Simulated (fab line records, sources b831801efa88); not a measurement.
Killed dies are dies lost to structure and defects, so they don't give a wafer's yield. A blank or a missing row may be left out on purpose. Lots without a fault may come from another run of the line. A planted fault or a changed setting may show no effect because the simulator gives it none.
Chamber matching | flow sky130 | SKY_VIA3_CMP_02 on cmp-01: 4 sister chambers
The step polishes SiO2. 4 wafers are shown with their chamber, then 10 later ones without.

WAFERS WITH THEIR CHAMBER
wafer  | chamber | motor_current_A (A)
L084.1 | 3       | 10.0
L088.4 | 0       | 12.2
L088.5 | 2       | 9.7
L091.5 | 1       | 11.6

WAFERS WITHOUT THEIR CHAMBER
wafer  | motor_current_A (A)
L091.6 | 13.6
L094.2 | 10.0
L094.4 | 12.1
L094.6 | 11.5
L096.1 | 12.6
L096.2 | 10.0
L096.4 | 11.7
L097.2 | 10.2
L097.3 | 13.7
L097.5 | 9.5

WHICH CHAMBER EACH WENT THROUGH
wafer  | from the rows above          | in truth
L091.6 | can't be placed: 0 or 1      | 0
L094.2 | can't be placed: 3 or 2      | 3
L094.4 | can't be placed: 0 or 1      | 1
L094.6 | can't be placed: 1 or 0      | 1
L096.1 | can't be placed: 0 or 1      | 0
L096.2 | can't be placed: 3 or 2      | 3
L096.4 | can't be placed: 1 or 0      | 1
L097.2 | can't be placed: 3 or 2 or 1 | 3
L097.3 | can't be placed: 0 or 1      | 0
L097.5 | can't be placed: 2 or 3      | 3
Placed correctly: 0 of 10. Can't be placed from these rows: 10 (the true chamber is among the candidates in 10). Placed wrongly: 0.
How it was worked out, from the rows above alone: a wafer's distance from a chamber is the root of the sum, over the readings, of the square of ((its reading less the chamber's mean) divided by the reading's scatter). The wafer belongs to the nearest chamber; if the next one is less than 2 further off, it can't be placed. A chamber's mean is the mean of its shown wafers. The scatter: with one shown wafer a chamber, the root of the mean of the squares of how far each hidden wafer lies from its nearest shown one.
